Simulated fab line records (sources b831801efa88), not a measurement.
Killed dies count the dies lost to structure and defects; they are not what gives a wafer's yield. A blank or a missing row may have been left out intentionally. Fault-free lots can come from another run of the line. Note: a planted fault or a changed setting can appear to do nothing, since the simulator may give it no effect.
fab line records | flow sky130
record lots=15 | wafers=45 | lastDay=51
route steps=708 shown CONTACT@422 METAL1@436
lots that met no fault: taken from a fault-free run of the same line
startH: hours from the record's opening day to when the first of the lot's shown wafers began | waitH: hours elapsed since this lot's preceding step | " identical to the entry in the row above | L1.1+2: a row that stands for several wafers | - either no value or no given start | * or withheld: withheld | < > ~ a bound
route shown NAME@n: names a module that has steps shown in the file, with the first one's number in the route | usual: mean/standard deviation taken from wafers without a fault | same: alike in all rows | chamber/n: place in a boat | sites: readings site by site | _std_site: standard deviation across them | _edge_site: mean of outer sites minus mean of inner sites | radiusMm: how far each site lies from the wafer's centre | mask NAME#n: copy n | behind: the tool/chamber that last shaped the wafer | hold: cause of the lot's hold/its duration in hours/its outcome | device: the n, p or np transistor that did not switch | end of line: tests run on the same wafers once the route is complete | a step without rows: its recipe alone | killed: dies lost to structure and defects at the first sort, not the wafer's yield | map: a wafer's dies, marking killed ones x, the rest . and places with no die _
set.NAME: the setting the step ran with; set.NAME@STEP: the setting that earlier step ran with | model.NAME: the simulator's own value behind a step, which no gauge read
one table for each step of the route and one row for each wafer, over a sample of lots
services: the hour from which a tool's chamber was out of use, counted from the record's first day as startH (under 0 if before that day), plus the number of hours and why
## steps
# step SKY_CONTACT_ETCH_16
# recipe chemistry=N2/H2 | target=BARC | ionEnergyEv=200 | sourceW=500 | biasW=100 | pressureMtorr=30 | n2FlowSccm=100 | h2FlowSccm=200 | stopOn=SiO2 | timeS=45.9 | targetDepthA=600
# usual drypumpMotorCurrentA=5.67/0.29 | oesProductAu=0.855/0.0047 | throttleValvePct=13.225/0.0091
lot.wafer | tool       | chamber | startH | waitH | drypumpMotorCurrentA | oesProductAu | rfHoursCounterH | throttleValvePct
L969.2    | rieDiel-04 | 2       | 769.29 | 0.0   | 5.47                 | 0.859        | 9               | 13.230
L969.3    | "          | 0       | "      | "     | 5.45                 | 0.858        | 13              | 13.224
L969.4    | "          | 1       | "      | "     | 5.87                 | 0.862        | 18              | 13.222
L970.3    | rieDiel-04 | 3       | 771.36 | 0.0   | 5.47                 | 0.857        | 6               | 13.218
L970.4    | "          | 1       | "      | "     | 5.86                 | 0.858        | 18              | 13.228
L970.6    | "          | 0       | "      | "     | 5.43                 | 0.858        | -               | 13.220
L972.1    | rieDiel-02 | 3       | 784.01 | 0.0   | 5.54                 | 0.852        | 4               | 13.240
L972.2    | "          | 1       | "      | "     | 5.40                 | 0.855        | 18              | 13.220
L972.3    | "          | 0       | "      | "     | 5.97                 | 0.856        | 0               | 13.222
L971.2    | rieDiel-02 | 0       | 788.44 | 0.0   | 5.99                 | 0.854        | 1               | 13.223
L971.5    | "          | 1       | "      | "     | 5.40                 | 0.856        | -               | 13.219
L971.6    | "          | 2       | "      | "     | 5.62                 | 0.863        | -               | 13.221
L973.1    | rieDiel-01 | 2       | 792.09 | 0.0   | 6.25                 | 0.863        | 15              | 13.232
L973.4    | "          | 0       | "      | "     | 5.90                 | 0.850        | 14              | 13.223
L973.5    | "          | 3       | "      | "     | 5.31                 | 0.851        | -               | 13.220
L975.3    | rieDiel-04 | 2       | 812.64 | 0.0   | 5.46                 | 0.863        | 10              | 13.237
L975.4    | "          | 0       | "      | "     | 5.44                 | 0.856        | 14              | 13.218
L975.6    | "          | 0       | "      | "     | 5.39                 | 0.857        | -               | 13.230
L976.1    | rieDiel-02 | 1       | 817.82 | 0.0   | 5.40                 | 0.862        | 19              | 13.231
L976.4    | "          | 0       | "      | "     | 5.95                 | 0.865        | 1               | 13.223
L976.6    | "          | 1       | "      | "     | 5.40                 | 0.849        | -               | 13.231
L977.1    | rieDiel-04 | 1       | 822.16 | 0.0   | 5.88                 | 0.857        | 19              | 13.216
L977.2    | "          | 3       | "      | "     | 5.46                 | 0.858        | 8               | 13.233
L977.6    | "          | 3       | "      | "     | 5.47                 | 0.854        | -               | 13.232
L981.4    | rieDiel-04 | 3       | 862.74 | 0.0   | 5.47                 | 0.853        | 9               | 13.238
L981.5    | "          | 1       | "      | "     | 5.84                 | 0.860        | -               | 13.226
L981.6    | "          | 2       | "      | "     | 5.47                 | 0.850        | -               | 13.239
L982.1    | rieDiel-01 | 1       | 868.38 | 0.0   | 6.06                 | 0.849        | 16              | 13.233
L982.4    | "          | 2       | "      | "     | 6.26                 | 0.854        | 17              | 13.230
L982.5    | "          | 2       | "      | "     | 6.24                 | 0.858        | -               | 13.211
L983.1    | rieDiel-02 | 2       | 875.56 | 0.0   | 5.61                 | 0.854        | 4               | 13.218
L983.3    | "          | 2       | "      | "     | 5.61                 | 0.855        | -               | 13.237
L983.4    | "          | 0       | "      | "     | 5.96                 | 0.856        | -               | 13.215
L987.1    | rieDiel-02 | 2       | 898.59 | 0.0   | 5.63                 | 0.855        | 5               | 13.233
L987.2    | "          | 1       | "      | "     | 5.39                 | 0.848        | 21              | 13.236
L987.6    | "          | 3       | "      | "     | 5.56                 | 0.855        | -               | 13.231
L988.1    | rieDiel-04 | 2       | 903.24 | 0.0   | 5.45                 | 0.863        | 13              | 13.217
L988.5    | "          | 3       | "      | "     | 5.48                 | 0.855        | -               | 13.214
L988.6    | "          | 2       | "      | "     | 5.48                 | 0.847        | -               | 13.238
L990.1    | rieDiel-04 | 0       | 921.59 | 0.0   | 5.50                 | 0.858        | 18              | 13.210
L990.2    | "          | 2       | "      | "     | 5.47                 | 0.854        | 14              | 13.219
L990.4    | "          | 1       | "      | "     | 5.85                 | 0.863        | 23              | 13.225
L992.1    | rieDiel-01 | 1       | 926.04 | 0.0   | 6.08                 | 0.854        | 17              | 13.214
L992.2    | "          | 0       | "      | "     | 5.92                 | 0.854        | 20              | 13.204
L992.4    | "          | 2       | "      | "     | 6.27                 | 0.854        | 19              | 13.229
# step SKY_CONTACT_CVD_24
# recipe material=W | targetThkNm=340 | timeS=102.12 | tempC=400 | pressureTorr=40
# usual heaterPowerW=823/53
lot.wafer | tool    | chamber | startH | waitH | heaterPowerW | sinceWetCleanH
L969.2    | cvdW-02 | 0       | 770.13 | 0.1   | 857          | -
L969.3    | "       | 0       | "      | "     | 883          | -
L969.4    | "       | 0       | "      | "     | 857          | -
L970.3    | cvdW-01 | 0       | 772.26 | 0.1   | 752          | -
L970.4    | "       | 0       | "      | "     | 763          | -
L970.6    | "       | 0       | "      | "     | 766          | -
L972.1    | cvdW-02 | 1       | 784.80 | 0.0   | 788          | 381
L972.2    | "       | 0       | "      | "     | 869          | 381
L972.3    | "       | 1       | "      | "     | 782          | -
L971.2    | cvdW-01 | 1       | 789.23 | 0.0   | 863          | 885
L971.5    | "       | 0       | "      | "     | 762          | -
L971.6    | "       | 1       | "      | "     | 886          | -
L973.1    | cvdW-02 | 0       | 792.88 | 0.0   | 874          | 389
L973.4    | "       | 0       | "      | "     | 864          | -
L973.5    | "       | 0       | "      | "     | 885          | -
L975.3    | cvdW-02 | 0       | 813.46 | 0.1   | 850          | -
L975.4    | "       | 1       | "      | "     | 773          | -
L975.6    | "       | 0       | "      | "     | 885          | -
L976.1    | cvdW-02 | 0       | 818.61 | 0.0   | 876          | 415
L976.4    | "       | 1       | "      | "     | 785          | -
L976.6    | "       | 1       | "      | "     | 779          | -
L977.1    | cvdW-02 | 1       | 822.96 | 0.0   | 770          | 419
L977.2    | "       | 0       | "      | "     | 902          | 419
L977.6    | "       | 1       | "      | "     | 784          | -
L981.4    | cvdW-01 | 1       | 863.57 | 0.1   | 879          | -
L981.5    | "       | 0       | "      | "     | 752          | -
L981.6    | "       | 1       | "      | "     | 893          | -
L982.1    | cvdW-02 | 0       | 869.20 | 0.0   | 868          | 465
L982.4    | "       | 1       | "      | "     | 790          | -
L982.5    | "       | 0       | "      | "     | 865          | -
L983.1    | cvdW-02 | 0       | 876.41 | 0.0   | 871          | 472
L983.3    | "       | 1       | "      | "     | 773          | -
L983.4    | "       | 0       | "      | "     | 868          | -
L987.1    | cvdW-02 | 1       | 899.68 | 0.0   | 796          | 496
L987.2    | "       | 0       | "      | "     | 853          | 496
L987.6    | "       | 0       | "      | "     | 887          | -
L988.1    | cvdW-02 | 0       | 904.03 | 0.0   | 879          | 500
L988.5    | "       | 0       | "      | "     | 860          | -
L988.6    | "       | 1       | "      | "     | 806          | -
L990.1    | cvdW-01 | 1       | 922.47 | 0.0   | 870          | 4
L990.2    | "       | 0       | "      | "     | 743          | 4
L990.4    | "       | 1       | "      | "     | 855          | -
L992.1    | cvdW-01 | 1       | 927.26 | 0.0   | 865          | 9
L992.2    | "       | 0       | "      | "     | 758          | 9
L992.4    | "       | 0       | "      | "     | 742          | -
# step SKY_CONTACT_RS_MEAS_25
# recipe thkMeasGauge=four-point-probe | reads=W_of_CONTACT_CVD_24+TiN_of_CONTACT_SPUTTER_23
# usual CONTACT_W_RS=0.334/0.003
lot.wafer | tool         | chamber | startH | waitH | CONTACT_W_RS[ohm/sq]
L969.2    | filmMetro-04 | -       | 770.33 | 0.2   | 0.333
L969.3    | "            | -       | "      | "     | 0.331
L969.4    | "            | -       | "      | "     | 0.332
L970.3    | filmMetro-03 | -       | 772.45 | 0.2   | 0.337
L970.4    | "            | -       | "      | "     | 0.334
L970.6    | "            | -       | "      | "     | 0.337
L972.1    | filmMetro-04 | -       | 784.91 | 0.1   | 0.329
L972.2    | "            | -       | "      | "     | 0.329
L972.3    | "            | -       | "      | "     | 0.332
L971.2    | filmMetro-03 | -       | 789.36 | 0.1   | 0.340
L971.5    | "            | -       | "      | "     | 0.328
L971.6    | "            | -       | "      | "     | 0.336
L973.1    | filmMetro-03 | -       | 792.99 | 0.1   | 0.332
L973.4    | "            | -       | "      | "     | 0.334
L973.5    | "            | -       | "      | "     | 0.331
L975.3    | filmMetro-02 | -       | 813.58 | 0.1   | 0.331
L975.4    | "            | -       | "      | "     | 0.329
L975.6    | "            | -       | "      | "     | 0.335
L976.1    | filmMetro-04 | -       | 818.72 | 0.1   | 0.333
L976.4    | "            | -       | "      | "     | 0.337
L976.6    | "            | -       | "      | "     | 0.333
L977.1    | filmMetro-04 | -       | 823.07 | 0.1   | 0.337
L977.2    | "            | -       | "      | "     | 0.334
L977.6    | "            | -       | "      | "     | 0.341
L981.4    | filmMetro-02 | -       | 863.70 | 0.1   | 0.336
L981.5    | "            | -       | "      | "     | 0.331
L981.6    | "            | -       | "      | "     | 0.336
L982.1    | filmMetro-03 | -       | 869.31 | 0.1   | 0.337
L982.4    | "            | -       | "      | "     | 0.338
L982.5    | "            | -       | "      | "     | 0.331
L983.1    | filmMetro-03 | -       | 876.52 | 0.1   | 0.332
L983.3    | "            | -       | "      | "     | 0.335
L983.4    | "            | -       | "      | "     | 0.331
L987.1    | filmMetro-02 | -       | 899.79 | 0.1   | 0.336
L987.2    | "            | -       | "      | "     | 0.332
L987.6    | "            | -       | "      | "     | 0.334
L988.1    | filmMetro-04 | -       | 904.14 | 0.1   | 0.330
L988.5    | "            | -       | "      | "     | 0.332
L988.6    | "            | -       | "      | "     | 0.331
L990.1    | filmMetro-04 | -       | 922.58 | 0.1   | 0.338
L990.2    | "            | -       | "      | "     | 0.333
L990.4    | "            | -       | "      | "     | 0.335
L992.1    | filmMetro-04 | -       | 927.37 | 0.1   | 0.334
L992.2    | "            | -       | "      | "     | 0.334
L992.4    | "            | -       | "      | "     | 0.334
# step SKY_METAL1_SPUTTER_02
# recipe material=AlCu | targetThkNm=250 | powerW=10600 | timeS=13.3 | chamberPressurePa=0.4
# usual throttleValvePct=30.0/0.83
lot.wafer | tool          | chamber | startH | waitH | throttleValvePct
L969.2    | pvdSputter-01 | -       | 770.84 | 0.0   | 30.2
L969.3    | "             | -       | "      | "     | 30.1
L969.4    | "             | -       | "      | "     | 30.9
L970.3    | pvdSputter-01 | -       | 772.93 | 0.0   | 31.2
L970.4    | "             | -       | "      | "     | 30.3
L970.6    | "             | -       | "      | "     | 30.1
L972.1    | pvdSputter-04 | -       | 785.45 | 0.0   | 29.8
L972.2    | "             | -       | "      | "     | 29.4
L972.3    | "             | -       | "      | "     | 30.9
L971.2    | pvdSputter-04 | -       | 789.87 | 0.0   | 30.0
L971.5    | "             | -       | "      | "     | 31.2
L971.6    | "             | -       | "      | "     | 29.4
L973.1    | pvdSputter-03 | -       | 793.52 | 0.0   | 29.8
L973.4    | "             | -       | "      | "     | 29.5
L973.5    | "             | -       | "      | "     | 30.2
L975.3    | pvdSputter-01 | -       | 814.06 | 0.0   | 29.9
L975.4    | "             | -       | "      | "     | 28.4
L975.6    | "             | -       | "      | "     | 28.3
L976.1    | pvdSputter-03 | -       | 819.25 | 0.0   | 30.5
L976.4    | "             | -       | "      | "     | 30.2
L976.6    | "             | -       | "      | "     | 29.5
L977.1    | pvdSputter-01 | -       | 823.59 | 0.0   | 28.5
L977.2    | "             | -       | "      | "     | 30.2
L977.6    | "             | -       | "      | "     | 30.0
L981.4    | pvdSputter-01 | -       | 864.17 | 0.0   | 28.5
L981.5    | "             | -       | "      | "     | 28.5
L981.6    | "             | -       | "      | "     | 30.8
L982.1    | pvdSputter-01 | -       | 869.84 | 0.0   | 30.2
L982.4    | "             | -       | "      | "     | 28.5
L982.5    | "             | -       | "      | "     | 30.8
L983.1    | pvdSputter-01 | -       | 877.56 | 0.0   | 28.6
L983.3    | "             | -       | "      | "     | 30.1
L983.4    | "             | -       | "      | "     | 30.6
L987.1    | pvdSputter-04 | -       | 900.32 | 0.0   | 29.4
L987.2    | "             | -       | "      | "     | 29.8
L987.6    | "             | -       | "      | "     | 31.4
L988.1    | pvdSputter-03 | -       | 904.66 | 0.0   | 30.5
L988.5    | "             | -       | "      | "     | 29.5
L988.6    | "             | -       | "      | "     | 29.8
L990.1    | pvdSputter-04 | -       | 923.11 | 0.0   | 31.3
L990.2    | "             | -       | "      | "     | 30.7
L990.4    | "             | -       | "      | "     | 30.1
L992.1    | pvdSputter-01 | -       | 927.90 | 0.0   | 28.3
L992.2    | "             | -       | "      | "     | 30.1
L992.4    | "             | -       | "      | "     | 31.1
# step SKY_METAL1_RS_MEAS_05
# recipe thkMeasGauge=four-point-probe | reads=TiN_of_METAL1_SPUTTER_04+Ti_of_METAL1_SPUTTER_03+AlCu_of_METAL1_SPUTTER_02+TiN_of_METAL1_SPUTTER_01+Ti_of_METAL1_SPUTTER_00
# usual METAL1_ALCU_RS=0.1269/0.0015
lot.wafer | tool         | chamber | startH | waitH | METAL1_ALCU_RS[ohm/sq]
L969.2    | filmMetro-04 | -       | 770.95 | 0.0   | 0.1267
L969.3    | "            | -       | "      | "     | 0.1293
L969.4    | "            | -       | "      | "     | 0.1296
L970.3    | filmMetro-04 | -       | 773.07 | 0.1   | 0.1280
L970.4    | "            | -       | "      | "     | 0.1251
L970.6    | "            | -       | "      | "     | 0.1271
L972.1    | filmMetro-04 | -       | 785.54 | 0.0   | 0.1310
L972.2    | "            | -       | "      | "     | 0.1282
L972.3    | "            | -       | "      | "     | 0.1278
L971.2    | filmMetro-01 | -       | 789.98 | 0.0   | 0.1284
L971.5    | "            | -       | "      | "     | 0.1273
L971.6    | "            | -       | "      | "     | 0.1270
L973.1    | filmMetro-03 | -       | 793.61 | 0.0   | 0.1266
L973.4    | "            | -       | "      | "     | 0.1264
L973.5    | "            | -       | "      | "     | 0.1257
L975.3    | filmMetro-04 | -       | 814.20 | 0.1   | 0.1242
L975.4    | "            | -       | "      | "     | 0.1263
L975.6    | "            | -       | "      | "     | 0.1270
L976.1    | filmMetro-01 | -       | 819.34 | 0.0   | 0.1270
L976.4    | "            | -       | "      | "     | 0.1268
L976.6    | "            | -       | "      | "     | 0.1266
L977.1    | filmMetro-04 | -       | 823.69 | 0.0   | 0.1250
L977.2    | "            | -       | "      | "     | 0.1256
L977.6    | "            | -       | "      | "     | 0.1259
L981.4    | filmMetro-01 | -       | 864.32 | 0.1   | 0.0752
L981.5    | "            | -       | "      | "     | 0.0753
L981.6    | "            | -       | "      | "     | 0.0754
L982.1    | filmMetro-04 | -       | 869.93 | 0.0   | 0.1260
L982.4    | "            | -       | "      | "     | 0.0753
L982.5    | "            | -       | "      | "     | 0.0758
L983.1    | filmMetro-01 | -       | 877.65 | 0.0   | 0.1284
L983.3    | "            | -       | "      | "     | 0.1277
L983.4    | "            | -       | "      | "     | 0.0760
L987.1    | filmMetro-01 | -       | 900.41 | 0.0   | 0.1262
L987.2    | "            | -       | "      | "     | 0.1289
L987.6    | "            | -       | "      | "     | 0.1259
L988.1    | filmMetro-04 | -       | 904.76 | 0.0   | 0.1271
L988.5    | "            | -       | "      | "     | 0.1263
L988.6    | "            | -       | "      | "     | 0.1255
L990.1    | filmMetro-04 | -       | 923.20 | 0.0   | 0.1278
L990.2    | "            | -       | "      | "     | 0.1270
L990.4    | "            | -       | "      | "     | 0.1277
L992.1    | filmMetro-01 | -       | 927.99 | 0.0   | 0.1261
L992.2    | "            | -       | "      | "     | 0.1256
L992.4    | "            | -       | "      | "     | 0.1272
# step SKY_METAL1_THK_MEAS_06
# recipe thkMeasGauge=xrf | reads=AlCu_of_METAL1_SPUTTER_02
# usual METAL1_ALCU_THK=246/3.4
lot.wafer | tool         | chamber | startH | waitH | METAL1_ALCU_THK[nm]
L969.2    | filmMetro-04 | -       | 771.06 | 0.1   | 244
L969.3    | "            | -       | "      | "     | 238
L969.4    | "            | -       | "      | "     | 238
L970.3    | filmMetro-04 | -       | 773.17 | 0.1   | 243
L970.4    | "            | -       | "      | "     | 248
L970.6    | "            | -       | "      | "     | 245
L972.1    | filmMetro-04 | -       | 785.66 | 0.1   | 238
L972.2    | "            | -       | "      | "     | 241
L972.3    | "            | -       | "      | "     | 241
L971.2    | filmMetro-01 | -       | 790.09 | 0.1   | 246
L971.5    | "            | -       | "      | "     | 248
L971.6    | "            | -       | "      | "     | 249
L973.1    | filmMetro-03 | -       | 793.73 | 0.1   | 249
L973.4    | "            | -       | "      | "     | 249
L973.5    | "            | -       | "      | "     | 247
L975.3    | filmMetro-04 | -       | 814.30 | 0.1   | 250
L975.4    | "            | -       | "      | "     | 245
L975.6    | "            | -       | "      | "     | 245
L976.1    | filmMetro-01 | -       | 819.46 | 0.1   | 248
L976.4    | "            | -       | "      | "     | 247
L976.6    | "            | -       | "      | "     | 250
L977.1    | filmMetro-04 | -       | 823.81 | 0.1   | 250
L977.2    | "            | -       | "      | "     | 248
L977.6    | "            | -       | "      | "     | 248
L981.4    | filmMetro-01 | -       | 864.41 | 0.1   | 414
L981.5    | "            | -       | "      | "     | 413
L981.6    | "            | -       | "      | "     | 417
L982.1    | filmMetro-04 | -       | 870.05 | 0.1   | 247
L982.4    | "            | -       | "      | "     | 409
L982.5    | "            | -       | "      | "     | 407
L983.1    | filmMetro-01 | -       | 877.77 | 0.1   | 248
L983.3    | "            | -       | "      | "     | 246
L983.4    | "            | -       | "      | "     | 412
L987.1    | filmMetro-01 | -       | 900.53 | 0.1   | 248
L987.2    | "            | -       | "      | "     | 244
L987.6    | "            | -       | "      | "     | 249
L988.1    | filmMetro-04 | -       | 904.88 | 0.1   | 246
L988.5    | "            | -       | "      | "     | 247
L988.6    | "            | -       | "      | "     | 248
L990.1    | filmMetro-04 | -       | 923.32 | 0.1   | 243
L990.2    | "            | -       | "      | "     | 246
L990.4    | "            | -       | "      | "     | 244
L992.1    | filmMetro-01 | -       | 928.11 | 0.1   | 250
L992.2    | "            | -       | "      | "     | 252
L992.4    | "            | -       | "      | "     | 250
# step SKY_METAL1_METAL_ETCH_19
# recipe targetDepthA=3600 | stopOn=SiO2 | overEtchFrac=0.3 | timeS=78 | chemistry=Cl2/BCl3 | resistSidewallDeg=88 | pressureMtorr=10 | icpW=900 | biasW=48.5 | Cl2_flow_sccm=60 | bcl3FlowSccm=30
# usual drypumpMotorCurrentA=5.5/0.65 | heBacksideLeakSccm=3.18/0.22 | oesProductAu=0.854/0.0058 | throttleValvePct=22.265/0.0092
lot.wafer | tool        | chamber | startH | waitH | drypumpMotorCurrentA | heBacksideLeakSccm | oesProductAu | rfHoursCounterH | throttleValvePct
L969.2    | rieMetal-01 | 1       | 798.42 | 0.0   | 4.7                  | 3.00               | 0.855        | 13              | 22.275
L969.3    | "           | 1       | "      | "     | 4.7                  | 3.12               | 0.850        | -               | 22.264
L969.4    | "           | 0       | "      | "     | 6.3                  | 3.04               | 0.839        | -               | 22.277
L970.3    | rieMetal-04 | 0       | 800.45 | 0.1   | 5.2                  | 3.32               | 0.853        | -               | 22.271
L970.4    | "           | 1       | "      | "     | 5.8                  | 3.04               | 0.860        | -               | 22.265
L970.6    | "           | 0       | "      | "     | 5.2                  | 3.32               | 0.859        | -               | 22.269
L972.1    | rieMetal-04 | 0       | 812.93 | 0.0   | 5.2                  | 3.23               | 0.841        | 15              | 22.265
L972.2    | "           | 1       | "      | "     | 5.8                  | 3.13               | 0.856        | 15              | 22.277
L972.3    | "           | 1       | "      | "     | 5.8                  | 3.05               | 0.854        | -               | 22.258
L971.2    | rieMetal-01 | 0       | 817.54 | 0.0   | 6.3                  | 3.20               | 0.846        | 6               | 22.272
L971.5    | "           | 1       | "      | "     | 4.7                  | 3.09               | 0.858        | -               | 22.270
L971.6    | "           | 0       | "      | "     | 6.3                  | 3.07               | 0.852        | -               | 22.266
L973.1    | rieMetal-03 | 1       | 821.78 | 0.1   | 5.0                  | 3.60               | 0.857        | 14              | 22.251
L973.4    | "           | 1       | "      | "     | 5.0                  | 3.46               | 0.863        | -               | 22.258
L973.5    | "           | 1       | "      | "     | 4.9                  | 3.37               | 0.859        | -               | 22.265
L975.3    | rieMetal-01 | 1       | 841.41 | 0.1   | 4.7                  | 2.98               | 0.853        | -               | 22.264
L975.4    | "           | 0       | "      | "     | 6.3                  | 3.17               | 0.855        | -               | 22.270
L975.6    | "           | 1       | "      | "     | 4.7                  | 3.04               | 0.854        | -               | 22.263
L976.1    | rieMetal-03 | 1       | 846.53 | 0.1   | 4.9                  | 3.54               | 0.859        | 16              | 22.264
L976.4    | "           | 1       | "      | "     | 5.0                  | 3.23               | 0.864        | -               | 22.285
L976.6    | "           | 1       | "      | "     | 4.9                  | 3.21               | 0.860        | -               | 22.273
L977.1    | rieMetal-03 | 0       | 851.18 | 0.1   | 5.3                  | 3.52               | 0.862        | 0               | 22.242
L977.2    | "           | 0       | "      | "     | 5.3                  | 3.53               | 0.854        | -               | 22.266
L977.6    | "           | 0       | "      | "     | 5.3                  | 3.51               | 0.860        | -               | 22.264
L981.4    | rieMetal-01 | 1       | 890.87 | 0.1   | 4.7                  | 3.01               | 0.992        | -               | 22.278
L981.5    | "           | 1       | "      | "     | 4.7                  | 2.79               | 0.991        | -               | 22.287
L981.6    | "           | 0       | "      | "     | 6.4                  | 3.17               | 0.998        | -               | 22.271
L982.1    | rieMetal-01 | 1       | 896.27 | 0.0   | 4.7                  | 2.98               | 0.866        | 17              | 22.267
L982.4    | "           | 0       | "      | "     | 6.3                  | 3.13               | 1.010        | -               | 22.272
L982.5    | "           | 1       | "      | "     | 4.7                  | 3.11               | 1.008        | -               | 22.264
L983.1    | rieMetal-01 | 0       | 904.63 | 0.1   | 6.3                  | 3.08               | 0.851        | 10              | 22.266
L983.3    | "           | 0       | "      | "     | 6.4                  | 2.92               | 0.853        | -               | 22.285
L983.4    | "           | 0       | "      | "     | 6.3                  | 3.08               | 1.006        | -               | 22.272
L987.1    | rieMetal-01 | 0       | 926.28 | 0.1   | 6.3                  | 3.03               | 0.854        | 11              | 22.268
L987.2    | "           | 0       | "      | "     | 6.3                  | 3.08               | 0.847        | -               | 22.247
L987.6    | "           | 0       | "      | "     | 6.3                  | 3.05               | 0.858        | -               | 22.249
L988.1    | rieMetal-04 | 1       | 930.39 | 0.0   | 5.8                  | 3.07               | 0.854        | 2               | 22.279
L988.5    | "           | 1       | "      | "     | 5.8                  | 3.09               | 0.855        | -               | 22.273
L988.6    | "           | 0       | "      | "     | 5.2                  | 3.31               | 0.857        | -               | 22.249
L990.1    | rieMetal-04 | 0       | 948.22 | 0.0   | 5.2                  | 3.42               | 0.851        | 5               | 22.259
L990.2    | "           | 1       | "      | "     | 5.8                  | 3.07               | 0.854        | 3               | 22.275
L990.4    | "           | 1       | "      | "     | 5.8                  | 3.02               | 0.848        | -               | 22.265
L992.1    | rieMetal-04 | 0       | 953.19 | 0.0   | 5.2                  | 3.23               | 0.853        | 6               | 22.273
L992.2    | "           | 1       | "      | "     | 5.8                  | 3.08               | 0.858        | 3               | 22.263
L992.4    | "           | 1       | "      | "     | 5.8                  | 3.10               | 0.855        | -               | 22.270
## services
tool          | chamber | startH | hours | kind
cvdW-02       | -       | 748.92 | 1.3   | repair
rieMetal-04   | 0       | 758.62 | 4.0   | repair
rieDiel-02    | -       | 758.75 | 0.4   | repair
cvdW-01       | 1       | 762.57 | 9.7   | repair
cvdW-02       | 1       | 766.07 | 10.8  | repair
rieDiel-02    | 2       | 779.35 | 3.5   | repair
rieMetal-01   | 0       | 780.73 | 1.4   | repair
pvdSputter-01 | -       | 782.79 | 2.8   | repair
cvdW-01       | -       | 799.18 | 0.8   | repair
rieMetal-01   | -       | 801.94 | 1.0   | repair
cvdW-01       | 1       | 812.49 | 4.5   | repair
rieMetal-04   | -       | 830.99 | 1.4   | pm
cvdW-01       | 1       | 837.99 | 3.3   | repair
cvdW-01       | 0       | 851.19 | 5.7   | repair
rieDiel-02    | -       | 865.48 | 1.3   | repair
rieDiel-02    | 3       | 869.92 | 11.1  | repair
rieDiel-02    | 1       | 875.36 | 3.0   | repair
rieDiel-02    | -       | 901.21 | 2.5   | repair
rieMetal-01   | 1       | 903.30 | 10.6  | repair
cvdW-01       | -       | 904.00 | 14.0  | pm
rieDiel-02    | -       | 927.40 | 2.8   | pm
cvdW-01       | -       | 931.59 | 0.4   | repair
rieDiel-02    | 0       | 932.07 | 8.8   | repair
rieDiel-02    | 2       | 941.72 | 3.5   | repair
## key
firstSign step=SKY_METAL1_RS_MEAS_05 | reading=METAL1_ALCU_RS | direction=down | sigmas=35 | usual=0.1269 | struck=0.0755
effect step=SKY_METAL1_THK_MEAS_06 | reading=METAL1_ALCU_THK | direction=up | sigmas=49 | usual=246 | struck=412
effect step=SKY_METAL1_METAL_ETCH_19 | reading=oesProductAu | direction=up | sigmas=25 | usual=0.854 | struck=1.001
metAt SKY_METAL1_SPUTTER_02
struckLots L981,L982,L983
struckWafers L981.4,L981.5,L981.6,L982.4,L982.5,L983.4
laterRowsLeftOut L981.4,L981.5,L981.6,L982.4,L982.5,L983.4
sortLeftOut L981.4,L981.5,L981.6,L982.4,L982.5,L983.4
notActingAt SKY_CONTACT_ETCH_16,SKY_CONTACT_CVD_24,SKY_CONTACT_RS_MEAS_25
onsetBetween 823.59 864.17
fault kind=processParameterDrift | tool=pvdSputter-01 | chamber=- | onsetH=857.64 | steps=SKY_METAL1_SPUTTER_02 | channel=targetThkNm | offset=167.97 | shape=step | endH=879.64 | scope=struckWafersOnly | actsIn=theseRecipesOnly | stated=250
# sortLeftOut: the simulated sort isn't trusted on such a fault, so these wafers' sort isn't shown, and their yield isn't known
# laterRowsLeftOut: the simulator's readings of these wafers behind a module that went badly wrong aren't trusted and aren't shown, but for the sort
